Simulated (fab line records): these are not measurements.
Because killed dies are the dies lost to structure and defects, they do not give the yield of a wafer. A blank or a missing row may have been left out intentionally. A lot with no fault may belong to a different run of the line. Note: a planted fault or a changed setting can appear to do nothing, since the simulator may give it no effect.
Which tool is to blame? | flow sky130 | Sampling: 13 lots, 39 wafers, 5 of 708 route steps

## WHAT EACH GAUGE READ, for each wafer
SKY_LDD_HVP_OVL_MEAS_07.
lot  | measured     | on         | LDD_HVP_OVL (nm)
L169 | day 21 22:15 | overlay-02 | 0.7 0.9 0.4
L170 | day 22 02:02 | overlay-02 | -0.2 0.9 0.2
L171 | day 22 15:18 | overlay-02 | 0.5 -0.8 -1.7
L173 | day 23 05:47 | overlay-01 | -1.8 -2.9 -2.5
L174 | day 24 06:46 | overlay-02 | -1.6 -0.3 0.2
L175 | day 24 08:48 | overlay-01 | -0.4 -1.1 -1.9
L177 | day 24 22:44 | overlay-02 | 0.7 -0.2 -1.1
L178 | day 25 11:14 | overlay-02 | 0.6 -0.6 -1.3
L187 | day 28 04:12 | overlay-02 | 1.5 0.8 -0.9
L188 | day 28 13:47 | overlay-02 | -0.3 -0.4 -1.4
L190 | day 29 04:51 | overlay-01 | -2.9 -1.4 -2.8
L191 | day 29 10:31 | overlay-01 | 1.1 0.1 -1.4
L192 | day 29 18:02 | overlay-01 | 0.8 1.5 -0.5

SKY_LDD_LDN_TW_MEAS_13.
lot  | measured     | on           | LDD_LDN_TW
L169 | day 23 06:14 | filmMetro-04 | 1457 1464 1462
L170 | day 23 08:56 | filmMetro-02 | 1485 1482 1490
L171 | day 23 22:47 | filmMetro-04 | 1460 1468 1461
L173 | day 24 13:02 | filmMetro-04 | 1453 1452 1463
L174 | day 25 13:30 | filmMetro-04 | 1461 1458 1450
L175 | day 25 15:56 | filmMetro-03 | 1445 1442 1445
L177 | day 26 05:23 | filmMetro-02 | 1414 1410 1417
L178 | day 26 17:14 | filmMetro-03 | 1389 1388 1392
L187 | day 29 09:26 | filmMetro-04 | 1466 1466 1465
L188 | day 29 18:32 | filmMetro-02 | 1479 1481 1479
L190 | day 30 09:14 | filmMetro-03 | 1459 1458 1460
L191 | day 30 14:57 | filmMetro-03 | 1455 1458 1457
L192 | day 30 21:59 | filmMetro-03 | 1452 1459 1453

SKY_SPACER_THK_MEAS_01.
lot  | measured     | on           | SPACER_CVD_00_THK (nm)
L169 | day 23 07:42 | filmMetro-01 | 43.4 43.7 43.7
L170 | day 23 10:16 | filmMetro-04 | 42.7 43.0 43.2
L171 | day 24 00:06 | filmMetro-03 | 43.8 43.5 43.9
L173 | day 24 14:21 | filmMetro-04 | 42.3 43.0 42.9
L174 | day 25 15:25 | filmMetro-03 | 43.5 43.5 43.6
L175 | day 25 17:51 | filmMetro-01 | 44.0 43.8 43.7
L177 | day 26 07:58 | filmMetro-04 | 43.1 43.0 42.9
L178 | day 26 18:34 | filmMetro-03 | 43.9 43.6 43.5
L187 | day 29 11:42 | filmMetro-03 | 44.2 43.8 43.7
L188 | day 29 20:25 | filmMetro-01 | 43.3 43.2 43.3
L190 | day 30 11:10 | filmMetro-03 | 43.5 43.2 43.6
L191 | day 30 17:02 | filmMetro-01 | 43.6 43.2 43.1
L192 | day 30 23:18 | filmMetro-03 | 42.7 42.4 42.5

SKY_POLY_CUT_OVL_MEAS_09.
lot  | measured     | on         | POLY_CUT_OVL (nm)
L169 | day 24 14:04 | overlay-01 | -2 -2 -4
L170 | day 24 16:37 | overlay-01 | -11 -11 -8
L171 | day 25 06:10 | overlay-01 | 0 8 5
L173 | day 25 20:28 | overlay-01 | -8 -4 -6
L174 | day 26 20:50 | overlay-01 | 1 -3 0
L175 | day 26 23:43 | overlay-02 | 3 6 3
L177 | day 27 12:43 | overlay-01 | -8 -10 -12
L178 | day 27 23:46 | overlay-02 | 1 -7 -2
L187 | day 30 15:28 | overlay-01 | -6 1 1
L188 | day 31 00:06 | overlay-01 | -11 -11 -16
L190 | day 31 15:25 | overlay-01 | -12 -6 -7
L191 | day 31 20:43 | overlay-02 | -8 -5 -3
L192 | day 32 03:10 | overlay-02 | -2 -2 4

## EACH LOT AND THE TOOL THAT RAN IT (in order: tool; ch and the chambers of the sampled wafers; start)
lot  | SKY_LDD_LDN_IMPLANT_08
L169 | implanter-01 ch 0, day 23 05:34
L170 | implanter-02 ch 0, day 23 08:16
L171 | implanter-02 ch 0, day 23 22:05
L173 | implanter-01 ch 0, day 24 12:20
L174 | implanter-02 ch 0, day 25 12:50
L175 | implanter-01 ch 0, day 25 15:14
L177 | implanter-01 ch 0, day 26 04:41
L178 | implanter-01 ch 0, day 26 16:32
L187 | implanter-04 ch 0, day 29 08:44
L188 | implanter-01 ch 0, day 29 17:50
L190 | implanter-04 ch 0, day 30 08:34
L191 | implanter-01 ch 0, day 30 14:17
L192 | implanter-01 ch 0, day 30 21:17
- SKY_LDD_LDN_IMPLANT_08

## AS READ BY THE TOOLS THEMSELVES (means over the sampled wafers that have a number; for cases with no such wafer, the mark the record gives instead)
SKY_LDD_LDN_IMPLANT_08.
lot  | tool         | doseIonsCm2 | faradayCurrentUA
L169 | implanter-01 | 1.2507e+13  | 70.8
L170 | implanter-02 | 1.2487e+13  | 70.4
L171 | implanter-02 | 1.2487e+13  | 70.4
L173 | implanter-01 | 1.2493e+13  | 68.7
L174 | implanter-02 | 1.2494e+13  | 71.8
L175 | implanter-01 | 1.2506e+13  | 70.5
L177 | implanter-01 | 5.6437e+12  | 32.1
L178 | implanter-01 | 5.6097e+12  | 31.6
L187 | implanter-04 | 1.2497e+13  | 69.9
L188 | implanter-01 | 1.2508e+13  | 70.7
L190 | implanter-04 | 1.2504e+13  | 70.5
L191 | implanter-01 | 1.2498e+13  | 69.5
L192 | implanter-01 | 1.2513e+13  | 70.1

## THE ANSWER, worked out from the rows above alone
Rule: usual is defined by the lots themselves. Put in order of their means at a reading, lots are off if they are a third of the lots or fewer, leave a main group of 4 or more, and stand apart from it by a gap of 3 or more times the standard deviation of the main group's means; of several such gaps the widest counts. The tables above print the reading to a certain number of digits; a main group whose means all agree to those digits is not used. Also off: a lot with no number at a reading for which 4 or more lots have one. The other lots that the step has rows for count as sound. The gauges are gone through in route order, then the tools' own readings, and for those a lot's mean is taken as printed above. The first step at which some lot is off is used, and at that step the reading that is off furthest; a lot without a number counts as furthest.
Off: L177, L178, at SKY_LDD_LDN_IMPLANT_08 (doseIonsCm2). Main group: mean 1.2499e+13, sd 8.3e+09.
A tool fits if, at that step or a process step before it, it ran every lot that is off, and no sound lot after the first of them. No candidate that was tried fits.

## WHAT HAD BEEN PUT IN BY THE SIMULATOR
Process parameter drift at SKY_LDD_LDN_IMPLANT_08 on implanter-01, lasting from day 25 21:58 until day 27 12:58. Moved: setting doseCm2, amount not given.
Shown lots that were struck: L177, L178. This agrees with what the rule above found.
